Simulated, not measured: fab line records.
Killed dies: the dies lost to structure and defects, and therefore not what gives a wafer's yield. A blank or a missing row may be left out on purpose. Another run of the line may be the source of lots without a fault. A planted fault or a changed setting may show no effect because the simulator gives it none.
Which of the tools did it? || flow sky130 || Sampling: 10 lots, 30 wafers, 2 of 708 route steps

## WHAT THE GAUGES SHOWED, per wafer
SKY_LOCAL_INTERCONNECT_RS_MEAS_01: measures by four-point-probe.
{"lot": "L943", "measured": "day 30 15:44", "on": "filmMetro-04", "LOCAL_INTERCONNECT_TIN_RS (ohm/sq)": "14.26 14.30 36.72 14.26 14.28 36.80"}
{"lot": "L944", "measured": "day 31 03:37", "on": "filmMetro-03", "LOCAL_INTERCONNECT_TIN_RS (ohm/sq)": "35.17 13.99 14.10 35.21 14.02 14.13"}
{"lot": "L949", "measured": "day 32 10:07", "on": "filmMetro-01", "LOCAL_INTERCONNECT_TIN_RS (ohm/sq)": "13.88 13.91 14.09"}
{"lot": "L952", "measured": "day 33 11:07", "on": "filmMetro-01", "LOCAL_INTERCONNECT_TIN_RS (ohm/sq)": "13.83 13.89 13.91"}
{"lot": "L954", "measured": "day 33 20:02", "on": "filmMetro-01", "LOCAL_INTERCONNECT_TIN_RS (ohm/sq)": "14.18 14.32 14.15"}
{"lot": "L955", "measured": "day 34 14:59", "on": "filmMetro-04", "LOCAL_INTERCONNECT_TIN_RS (ohm/sq)": "14.22 13.96 14.18"}
{"lot": "L957", "measured": "day 34 23:43", "on": "filmMetro-03", "LOCAL_INTERCONNECT_TIN_RS (ohm/sq)": "13.90 13.87 13.96"}
{"lot": "L958", "measured": "day 35 06:04", "on": "filmMetro-04", "LOCAL_INTERCONNECT_TIN_RS (ohm/sq)": "14.07 13.84 14.01"}
{"lot": "L959", "measured": "day 35 16:02", "on": "filmMetro-04", "LOCAL_INTERCONNECT_TIN_RS (ohm/sq)": "14.40 14.53 14.39"}
{"lot": "L961", "measured": "day 36 03:53", "on": "filmMetro-04", "LOCAL_INTERCONNECT_TIN_RS (ohm/sq)": "13.99 14.27 14.18"}

## TOOL THAT RAN EACH LOT (tool first, then ch and the chambers of the sampled wafers, then the start)
{"lot": "L943", "SKY_LOCAL_INTERCONNECT_SPUTTER_00": "pvdSputter-01, day 30 15:40"}
{"lot": "L944", "SKY_LOCAL_INTERCONNECT_SPUTTER_00": "pvdSputter-01, day 31 03:34"}
{"lot": "L949", "SKY_LOCAL_INTERCONNECT_SPUTTER_00": "pvdSputter-03, day 32 10:04"}
{"lot": "L952", "SKY_LOCAL_INTERCONNECT_SPUTTER_00": "pvdSputter-02, day 33 11:01"}
{"lot": "L954", "SKY_LOCAL_INTERCONNECT_SPUTTER_00": "pvdSputter-03, day 33 19:58"}
{"lot": "L955", "SKY_LOCAL_INTERCONNECT_SPUTTER_00": "pvdSputter-02, day 34 14:53"}
{"lot": "L957", "SKY_LOCAL_INTERCONNECT_SPUTTER_00": "pvdSputter-01, day 34 23:38"}
{"lot": "L958", "SKY_LOCAL_INTERCONNECT_SPUTTER_00": "pvdSputter-01, day 35 06:01"}
{"lot": "L959", "SKY_LOCAL_INTERCONNECT_SPUTTER_00": "pvdSputter-01, day 35 15:58"}
{"lot": "L961", "SKY_LOCAL_INTERCONNECT_SPUTTER_00": "pvdSputter-01, day 36 03:49"}
- SKY_LOCAL_INTERCONNECT_SPUTTER_00: material TiN, target thk 100 nm, time 83.3 s.

## THE ANSWER, worked out from the rows above alone
Rule: usual is defined by the lots themselves. Put in order of their means at a reading, lots are off if they are a third of the lots or fewer, leave a main group of 4 or more, and stand apart from it by a gap of 3 or more times the standard deviation of the main group's means; of several such gaps the widest counts. The tables above print the reading to a certain number of digits; a main group whose means all agree to those digits is not used. Also off: a lot with no number at a reading for which 4 or more lots have one. The other lots that the step has rows for count as sound.
Off: L943, L944, seen at SKY_LOCAL_INTERCONNECT_RS_MEAS_01 (LOCAL_INTERCONNECT_TIN_RS). The main group has a mean of 14.08 ohm/sq with a standard deviation of 0.18.
A tool fits if, at a process step before that reading, it ran every lot that is off, and no sound lot after the first of them. Those tools and the gauges at SKY_LOCAL_INTERCONNECT_RS_MEAS_01 are tried in the same way. Of those tried, none fits.

## WHAT WAS PUT IN BY THE SIMULATOR
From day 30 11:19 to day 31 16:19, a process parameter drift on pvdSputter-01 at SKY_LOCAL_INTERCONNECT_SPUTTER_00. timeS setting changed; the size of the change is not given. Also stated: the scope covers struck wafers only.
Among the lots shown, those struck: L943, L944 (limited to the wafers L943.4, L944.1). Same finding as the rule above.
